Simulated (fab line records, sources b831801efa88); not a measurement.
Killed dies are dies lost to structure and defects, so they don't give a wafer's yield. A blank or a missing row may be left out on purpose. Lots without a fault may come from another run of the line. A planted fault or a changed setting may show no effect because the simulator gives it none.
fab line records | flow sky130
record lots=13 wafers=39 last_day=50
route steps=708 shown POLY_GATE@217 PAD_OPEN@708
lots that met no fault: from a run of the same line without faults
start_h: hours from the record's first day to the start of the lot's first wafer shown | wait_h: hours since the lot's step before | " the same as in the row above | L1.1+2: a row that stands for several wafers | - no value, or no start given | * or withheld: withheld | < > ~ a bound
route shown NAME@n: a module of which the file shows steps, and the number in the route of the first | usual: mean/standard deviation of fault-free wafers | same: alike in all rows | chamber/n: place in a boat | sites: the reading at each site | _std_site: their standard deviation | _edge_site: outer sites' mean less inner sites' | radius_mm: how far each site lies from the wafer's centre | mask NAME#n: copy n | behind: the tool/chamber that last shaped the wafer | hold: why the lot was held/for how many hours/how that ended | device: the transistor (n, p or np) that didn't switch | end of line: the same wafers' tests at the end of the route | a step without rows: its recipe alone | killed: dies lost to structure and defects at the first sort, not the wafer's yield | map: a wafer's dies, x killed, . not, _ none there
set.NAME: the setting as run; set.NAME@STEP: as run at that earlier step | model.NAME: the simulator's own value behind a step, which no gauge read
steps of the route over a sample of lots; a table a step, a row a wafer
services: from which hour (start_h, from the record's first day; less than 0 if before it) a tool's chamber was out of use, for how many hours, and why
## steps
# step SKY_POLY_GATE_CVD_03
# recipe material=Si3N4 precursor=DCS/NH3 target_thk_nm=75 temp_c=770 time_s=1290 pressure_mtorr=250
# usual pressure_mtorr=249.9/0.57 spike_tc_bottom_C=790.2/1.3 time_s=1290/0
# columns lot.wafer tool chamber start_h wait_h pressure_mtorr spike_tc_bottom_C time_s
L544.1 lpcvd-02 1 330.95 0.7 249.7 790.9 1290
L544.3 " 1 " " 249.8 788.8 1290
L544.5 " 1 " " 250.2 790.5 1290
L545.1 lpcvd-02 0 335.30 1.2 249.7 790.7 1290
L545.3 " 0 " " 249.2 790.2 1290
L545.5 " 0 " " 248.6 791.6 1290
L546.2 lpcvd-02 0 350.60 0.8 249.0 791.5 1290
L546.3 " 0 " " 248.5 791.4 1290
L546.4 " 0 " " 248.7 791.5 1290
L548.2 lpcvd-02 1 370.71 0.1 250.4 789.7 1290
L548.3 " 1 " " 250.4 788.0 1290
L548.4 " 1 " " 249.9 790.2 1290
L554.3 lpcvd-02 0 451.16 1.0 249.5 788.9 1290
L554.5 " 0 " " 249.0 789.9 1290
L554.6 " 0 " " 249.8 789.8 1290
L556.1 lpcvd-02 0 467.79 2.1 250.3 793.3 1290
L556.2 " 0 " " 250.3 791.2 1290
L556.6 " 0 " " 250.3 791.6 1290
L558.2 lpcvd-02 1 474.33 0.0 250.7 789.2 1290
L558.4 " 1 " " 249.5 790.2 1290
L558.6 " 1 " " 249.7 791.1 1290
L560.1 lpcvd-02 0 478.77 0.7 - - -
L560.3 " 0 " " - - -
L560.5 " 0 " " - - -
L559.2 lpcvd-02 0 480.13 0.4 - - -
L559.5 " 0 " " - - -
L559.6 " 0 " " - - -
L564.1 lpcvd-02 1 514.36 0.0 249.8 788.2 1290
L564.2 " 1 " " 249.2 789.3 1290
L564.6 " 1 " " 249.8 789.5 1290
L565.1 lpcvd-02 0 522.18 0.4 250.3 791.2 1290
L565.2 " 0 " " 250.5 790.5 1290
L565.4 " 0 " " 250.0 791.3 1290
L566.1 lpcvd-02 0 525.12 0.0 249.3 790.3 1290
L566.2 " 0 " " 250.3 792.2 1290
L566.3 " 0 " " 249.8 790.9 1290
L567.1 lpcvd-02 0 538.32 1.0 250.3 789.0 1290
L567.2 " 0 " " 248.9 790.2 1290
L567.5 " 0 " " 249.2 792.2 1290
# step SKY_POLY_GATE_ETCH_15
# recipe chemistry=N2/H2 target=BARC ion_energy_ev=200 source_w=500 bias_w=100 pressure_mtorr=30 n2_flow_sccm=100 h2_flow_sccm=200 stop_on=SiO2 time_s=118.5 target_depth_a=1100
# usual drypump_motor_current_A=5.7/0.39 oes_product_au=0.716/0.0047 throttle_valve_pct=13.213/0.0083
# same time_s=118.5
# columns lot.wafer tool chamber start_h wait_h drypump_motor_current_A oes_product_au rf_hours_counter_h throttle_valve_pct
L544.1 rie_diel-02 1 360.14 0.0 5.5 0.720 2 13.214
L544.3 " 1 " " 5.5 0.717 - 13.198
L544.5 " 3 " " 5.0 0.710 - 13.210
L545.1 rie_diel-04 0 364.63 0.0 5.2 0.722 31 13.222
L545.3 " 1 " " 5.0 0.715 115 13.219
L545.5 " 1 " " 5.0 0.709 - 13.212
L546.2 rie_diel-04 3 380.68 0.0 5.6 0.712 7 13.206
L546.3 " 0 " " 5.2 0.719 31 13.229
L546.4 " 2 " " 6.4 0.714 - 13.208
L548.2 rie_diel-04 2 401.40 0.0 6.3 0.717 8 13.204
L548.3 " 3 " " 5.6 0.716 8 13.217
L548.4 " 0 " " 5.2 0.715 32 13.207
L554.3 rie_diel-03 3 482.43 0.0 6.1 0.710 1 13.219
L554.5 " 1 " " 6.0 0.719 - 13.206
L554.6 " 2 " " 5.9 0.721 - 13.208
L556.1 rie_diel-03 1 499.45 0.0 6.0 0.719 5 13.214
L556.2 " 3 " " 6.1 0.718 1 13.213
L556.6 " 3 " " 6.1 0.721 - 13.209
L558.2 rie_diel-03 0 506.80 0.0 5.6 0.714 0 13.214
L558.4 " 1 " " 6.0 0.719 5 13.203
L558.6 " 3 " " 6.1 0.718 - 13.217
L564.1 rie_diel-02 3 546.20 0.0 5.0 0.718 40 13.192
L564.2 " 2 " " 5.8 0.706 82 13.220
L564.6 " 3 " " 5.0 0.724 - 13.216
L565.1 rie_diel-03 0 553.52 0.0 5.5 0.713 1 13.203
L565.2 " 2 " " 5.9 0.714 10 13.227
L565.4 " 1 " " 6.0 0.718 6 13.213
L566.1 rie_diel-02 0 556.30 0.0 5.7 0.715 3 13.212
L566.2 " 2 " " 5.8 0.716 82 13.205
L566.3 " 1 " " 5.5 0.714 7 13.204
L567.1 rie_diel-04 3 570.15 0.0 5.6 0.721 11 13.228
L567.2 " 1 " " 5.0 0.715 3 13.207
L567.5 " 3 " " 5.6 0.722 - 13.229
# step SKY_POLY_GATE_ETCH_17
# recipe target_depth_nm=180 stop_on=SiO2 over_etch_frac=0.56667 chemistry=HBr/Cl2 target=poly-Si icp_w=400 bias_w=100 pressure_mtorr=10 HBr_flow_sccm=150 Cl2_flow_sccm=50 time_s=70.5
# usual drypump_motor_current_A=5.8/0.51 he_backside_leak_sccm=2.58/0.21 mfc_cl2_sccm=49.99/0.16 oes_product_au=0.984/0.0074 throttle_valve_pct=33.684/0.0086
# same time_s=70.5
# columns lot.wafer tool chamber start_h wait_h drypump_motor_current_A he_backside_leak_sccm mfc_cl2_sccm oes_product_au rf_hours_counter_h throttle_valve_pct
L544.1 rie_si-01 0 360.41 0.1 6.3 2.36 49.72 0.991 0 33.680
L544.3 " 3 " " 4.8 2.34 50.05 0.973 0 33.685
L544.5 " 3 " " 4.8 2.36 50.11 0.977 - 33.696
L545.1 rie_si-01 0 364.81 0.0 6.3 2.44 50.31 0.985 1 33.683
L545.3 " 1 " " 5.9 2.47 50.09 0.973 36 33.692
L545.5 " 3 " " 4.8 2.31 49.78 0.976 - 33.689
L546.2 rie_si-01 0 380.86 0.0 6.3 2.44 49.85 0.997 1 33.691
L546.3 " 3 " " 4.8 2.48 50.09 0.984 0 33.689
L546.4 " 1 " " 5.9 2.60 49.91 0.973 - 33.697
L548.2 rie_si-01 0 401.58 0.0 6.3 2.41 49.93 0.980 1 33.693
L548.3 " 3 " " 4.8 2.30 49.70 0.985 0 33.681
L548.4 " 1 " " 5.9 2.56 49.94 0.985 36 33.682
L554.3 rie_si-01 2 482.61 0.0 5.8 2.86 49.81 0.993 3 33.692
L554.5 " 2 " " 5.7 2.79 49.98 0.988 - 33.682
L554.6 " 1 " " 5.9 2.43 49.96 0.978 - 33.680
L556.1 rie_si-01 3 499.63 0.0 4.8 2.46 49.96 0.984 1 33.687
L556.2 " 2 " " 5.8 2.74 49.95 0.985 3 33.687
L556.6 " 0 " " 6.3 2.45 49.91 0.989 - 33.678
L558.2 rie_si-02 3 506.98 0.0 6.1 2.97 50.03 0.989 2 33.690
L558.4 " 0 " " 5.7 2.59 50.30 0.981 10 33.682
L558.6 " 2 " " 5.6 2.93 49.90 0.977 - 33.684
L564.1 rie_si-02 1 546.38 0.0 6.6 2.47 50.12 0.990 3 33.688
L564.2 " 0 " " 5.8 2.53 49.85 0.976 10 33.684
L564.6 " 3 " " 6.1 2.92 50.00 0.977 - 33.678
L565.1 rie_si-01 3 553.70 0.0 4.8 2.44 50.42 0.987 1 33.691
L565.2 " 0 " " 6.3 2.37 49.71 0.985 2 33.690
L565.4 " 2 " " 5.8 2.75 49.88 0.995 4 33.679
L566.1 rie_si-02 1 556.48 0.0 6.6 2.63 49.60 1.003 3 33.686
L566.2 " 0 " " 5.7 2.57 49.84 0.987 10 33.673
L566.3 " 2 " " 5.6 2.71 49.80 0.984 4 33.690
L567.1 rie_si-01 1 570.33 0.0 5.9 2.27 50.19 0.979 37 33.682
L567.2 " 2 " " 5.8 2.60 49.76 0.978 4 33.699
L567.5 " 0 " " 6.3 2.51 49.99 0.992 - 33.685
# step SKY_POLY_GATE_CD_MEAS_22
# usual cd_nm=150.1/2.5
# columns lot.wafer tool chamber start_h wait_h cd_nm
L544.1 cd_sem-01 - 362.94 0.1 144.5
L544.3 " - " " 143.5
L544.5 " - " " 150.3
L545.1 cd_sem-02 - 366.39 0.1 147.6
L545.3 " - " " 148.4
L545.5 " - " " 149.2
L546.2 cd_sem-02 - 384.98 0.1 150.8
L546.3 " - " " 148.6
L546.4 " - " " 152.7
L548.2 cd_sem-02 - 403.40 0.1 147.0
L548.3 " - " " 148.0
L548.4 " - " " 147.9
L554.3 cd_sem-01 - 484.18 0.1 148.9
L554.5 " - " " 149.6
L554.6 " - " " 151.9
L556.1 cd_sem-02 - 501.15 0.1 150.2
L556.2 " - " " 148.7
L556.6 " - " " 148.3
L558.2 cd_sem-02 - 508.59 0.1 152.7
L558.4 " - " " 146.2
L558.6 " - " " 150.3
L564.1 cd_sem-01 - 547.90 0.1 153.8
L564.2 " - " " 152.8
L564.6 " - " " 155.4
L565.1 cd_sem-02 - 555.22 0.1 148.8
L565.2 " - " " 145.2
L565.4 " - " " 149.7
L566.1 cd_sem-02 - 558.00 0.1 147.6
L566.2 " - " " 151.0
L566.3 " - " " 152.7
L567.1 cd_sem-02 - 571.85 0.1 152.0
L567.2 " - " " 149.8
L567.5 " - " " 149.2
# step SKY_PAD_OPEN_PROBE_99
# usual defect_limited_yield=82.5/1.9 killed_at_M0_to_M3=44/7.3 killed_at_M4_up=3.1/1.9 killed_at_contacts=24/5.3 killed_at_front_end=15/4 killed_at_other=0.4/0.6 killed_dies=86/9.2 killed_open=47/6.9 killed_short=39/6.9 sort_bin_3_pad_short=0.8/0.41 sort_bin_5_function=10.6/1.5 sort_bin_6_memory=6.1/1.1 sort_n_pass=406/9.2 sort_yield_pct=82.5/1.9
# same gross_dies=492 killed_at_back_side=0 sort_bin_4_leakage[%]=0 sort_bin_8_speed[%]=0
# columns lot.wafer tool chamber start_h wait_h defect_limited_yield[%] killed_at_M0_to_M3 killed_at_M4_up killed_at_contacts killed_at_front_end killed_at_other killed_dies killed_open killed_short sort_bin_3_pad_short[%] sort_bin_5_function[%] sort_bin_6_memory[%] sort_n_pass sort_yield_pct[%]
L548.2 prober-02 - 1094.58 0.1 85.6 41 4 15 10 1 71 35 35 1.0 7.7 5.7 421 85.6
L548.3 prober-02 - 1094.63 0.2 84.6 32 2 28 13 1 76 36 39 1.0 7.7 6.7 416 84.6
L548.4 prober-02 - 1094.68 0.2 85.8 35 3 18 13 1 70 34 34 0.8 8.1 5.3 422 85.8
L554.3 prober-01 - 1146.79 0.2 80.1 59 2 23 14 0 98 50 48 0.6 13.2 6.1 394 80.1
L554.5 prober-01 - 1146.89 0.2 81.7 51 6 21 12 0 90 37 53 0.8 10.6 6.9 402 81.7
L554.6 prober-01 - 1146.94 0.2 83.7 35 3 23 19 0 80 48 32 0.8 9.6 5.9 412 83.7
L558.2 prober-02 - 1161.04 0.1 83.1 39 1 24 18 1 83 41 40 1.2 7.3 8.3 409 83.1
L558.4 prober-02 - 1161.14 0.2 80.1 48 6 31 12 1 98 49 48 1.4 12.0 6.5 394 80.1
L558.6 prober-02 - 1161.24 0.2 83.3 44 2 20 15 1 82 41 40 0.4 9.6 6.7 410 83.3
L564.1 prober-02 - 1186.10 0.1 81.5 36 1 34 20 0 91 49 41 1.2 10.2 7.1 401 81.5
L564.2 prober-02 - 1186.15 0.1 82.9 39 3 22 20 0 84 46 38 0.6 8.3 8.1 408 82.9
L564.6 prober-02 - 1186.35 0.2 81.9 37 4 32 16 0 89 56 33 0.8 11.6 5.7 403 81.9
L566.1 prober-02 - 1190.77 0.1 81.1 46 2 31 14 0 93 54 39 1.2 11.8 5.9 399 81.1
L566.2 prober-02 - 1190.82 0.1 81.3 51 2 17 22 0 92 53 39 0.8 11.6 6.3 400 81.3
L566.3 prober-02 - 1190.87 0.2 79.7 44 3 33 20 0 100 62 38 0.6 13.0 6.7 392 79.7
# killed by level:class
L548.2 VIA1:geometric_particle:open=10 FIELD_ISO:geometric_particle:short=6 LI_CONTACT:geometric_particle:open=6 VIA3:geometric_particle:open=6 LOCAL_INTERCONNECT:geometric_particle:short=5 METAL2:geometric_particle:short=5 METAL1:geometric_particle:short=4 VIA1:geometric_particle:short=4
L548.3 CONTACT:geometric_particle:short=9 CONTACT:geometric_particle:open=9 VIA1:geometric_particle:open=6 VIA1:geometric_particle:short=6 FIELD_ISO:geometric_particle:open=5 LI_CONTACT:geometric_particle:open=5 VIA2:geometric_particle:open=5 METAL1:geometric_particle:short=4
L548.4 CONTACT:geometric_particle:open=9 VIA1:geometric_particle:open=9 METAL1:geometric_particle:short=6 VIA2:geometric_particle:open=6 METAL2:geometric_particle:short=5 FIELD_ISO:geometric_particle:short=4 POLY_GATE:geometric_particle:short=3 LI_CONTACT:geometric_particle:open=3
L554.3 METAL2:geometric_particle:short=13 VIA1:geometric_particle:open=12 VIA1:geometric_particle:short=8 CONTACT:geometric_particle:open=7 LI_CONTACT:geometric_particle:open=6 VIA3:geometric_particle:open=6 FIELD_ISO:geometric_particle:open=5 VIA2:geometric_particle:open=5
L554.5 METAL1:geometric_particle:short=8 CONTACT:geometric_particle:short=6 CONTACT:geometric_particle:open=6 VIA1:geometric_particle:short=6 METAL2:geometric_particle:short=6 METAL4:geometric_particle:short=6 VIA3:geometric_particle:open=5 LI_CONTACT:geometric_particle:open=5
L554.6 CONTACT:geometric_particle:open=8 VIA1:geometric_particle:open=8 POLY_GATE:geometric_particle:open=6 LI_CONTACT:geometric_particle:open=6 METAL2:geometric_particle:short=6 VIA3:geometric_particle:open=6 FIELD_ISO:geometric_particle:short=5 VIA1:geometric_particle:short=5
L558.2 VIA1:geometric_particle:open=10 CONTACT:geometric_particle:open=9 FIELD_ISO:geometric_particle:open=5 LI_CONTACT:geometric_particle:open=5 LOCAL_INTERCONNECT:geometric_particle:short=5 VIA2:geometric_particle:short=5 VIA2:geometric_particle:open=5 VIA3:geometric_particle:short=4
L558.4 VIA1:geometric_particle:open=15 CONTACT:geometric_particle:open=10 LOCAL_INTERCONNECT:geometric_particle:short=9 METAL1:geometric_particle:short=7 FIELD_ISO:geometric_particle:short=6 LI_CONTACT:geometric_particle:open=6 VIA2:geometric_particle:open=6 VIA1:geometric_particle:short=5
L558.6 VIA1:geometric_particle:open=8 LI_CONTACT:geometric_particle:open=7 VIA2:geometric_particle:open=7 CONTACT:geometric_particle:open=6 METAL1:geometric_particle:short=6 FIELD_ISO:geometric_particle:short=5 VIA3:geometric_particle:short=5 POLY_GATE:geometric_particle:short=4
L564.1 CONTACT:geometric_particle:open=15 LI_CONTACT:geometric_particle:open=7 VIA1:geometric_particle:open=7 VIA3:geometric_particle:open=7 FIELD_ISO:geometric_particle:open=6 POLY_GATE:geometric_particle:short=6 VIA1:geometric_particle:short=6 LOCAL_INTERCONNECT:geometric_particle:short=4
L564.2 CONTACT:geometric_particle:open=9 VIA1:geometric_particle:open=9 POLY_GATE:geometric_particle:open=8 METAL1:geometric_particle:short=7 POLY_GATE:geometric_particle:short=4 VIA1:geometric_particle:short=4 LOCAL_INTERCONNECT:geometric_particle:short=4 LI_CONTACT:geometric_particle:open=4
L564.6 CONTACT:geometric_particle:open=17 LI_CONTACT:geometric_particle:open=8 METAL1:geometric_particle:short=6 VIA1:geometric_particle:short=6 VIA2:geometric_particle:open=6 VIA1:geometric_particle:open=5 METAL2:geometric_particle:short=5 FIELD_ISO:geometric_particle:open=4
L566.1 CONTACT:geometric_particle:open=13 VIA1:geometric_particle:open=13 CONTACT:geometric_particle:short=9 VIA3:geometric_particle:open=7 FIELD_ISO:geometric_particle:short=6 METAL1:geometric_particle:short=6 VIA2:geometric_particle:open=6 FIELD_ISO:geometric_particle:open=5
L566.2 VIA3:geometric_particle:open=10 VIA1:geometric_particle:open=9 CONTACT:geometric_particle:open=8 METAL2:geometric_particle:short=8 VIA2:geometric_particle:open=7 VIA1:geometric_particle:short=6 FIELD_ISO:geometric_particle:open=5 POLY_GATE:geometric_particle:open=5
L566.3 VIA1:geometric_particle:open=14 LI_CONTACT:geometric_particle:open=12 CONTACT:geometric_particle:open=11 VIA3:geometric_particle:open=8 VIA1:geometric_particle:short=6 FIELD_ISO:geometric_particle:open=5 POLY_GATE:geometric_particle:short=5 VIA2:geometric_particle:short=5
## services
# columns tool chamber start_h hours kind
rie_si-01 3 309.71 3.9 repair
rie_diel-04 - 327.84 2.8 pm
rie_diel-03 - 328.55 0.3 repair
rie_diel-03 0 331.14 9.5 repair
rie_si-01 2 342.97 38.3 repair
rie_si-01 1 343.44 4.3 repair
rie_si-02 - 345.84 0.2 repair
rie_diel-02 2 349.57 12.3 repair
rie_diel-02 2 374.76 8.0 repair
rie_diel-02 0 383.35 13.7 repair
rie_diel-02 1 385.54 2.7 repair
rie_diel-03 2 402.02 18.1 repair
rie_diel-02 3 407.98 3.7 repair
rie_si-02 - 414.93 0.2 repair
rie_diel-04 1 420.96 6.2 repair
rie_si-02 2 437.50 9.1 repair
rie_diel-03 0 438.46 2.5 repair
rie_diel-03 1 443.34 3.6 repair
lpcvd-02 - 458.37 4.0 repair
rie_diel-02 3 462.29 6.4 repair
rie_diel-03 1 465.46 6.6 repair
rie_diel-03 0 473.64 4.5 repair
rie_diel-04 1 525.24 8.8 repair
rie_si-01 2 538.69 4.6 repair
## key
first_sign step=SKY_POLY_GATE_CVD_03 reading=tool_record direction=missing
effect none on later readings
met_at SKY_POLY_GATE_CVD_03
struck_lots L559,L560
scrapped_behind SKY_POLY_GATE_THK_MEAS_04 L559.2,L559.5,L559.6,L560.1,L560.3,L560.5
not_acting_at SKY_POLY_GATE_ETCH_15,SKY_POLY_GATE_ETCH_17,SKY_POLY_GATE_CD_MEAS_22
onset_between 474.33 478.77
fault kind=skipped_step_whole tool=lpcvd-02 chamber=- onset_h=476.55 steps=SKY_POLY_GATE_CVD_03 scope=struck_lots_only
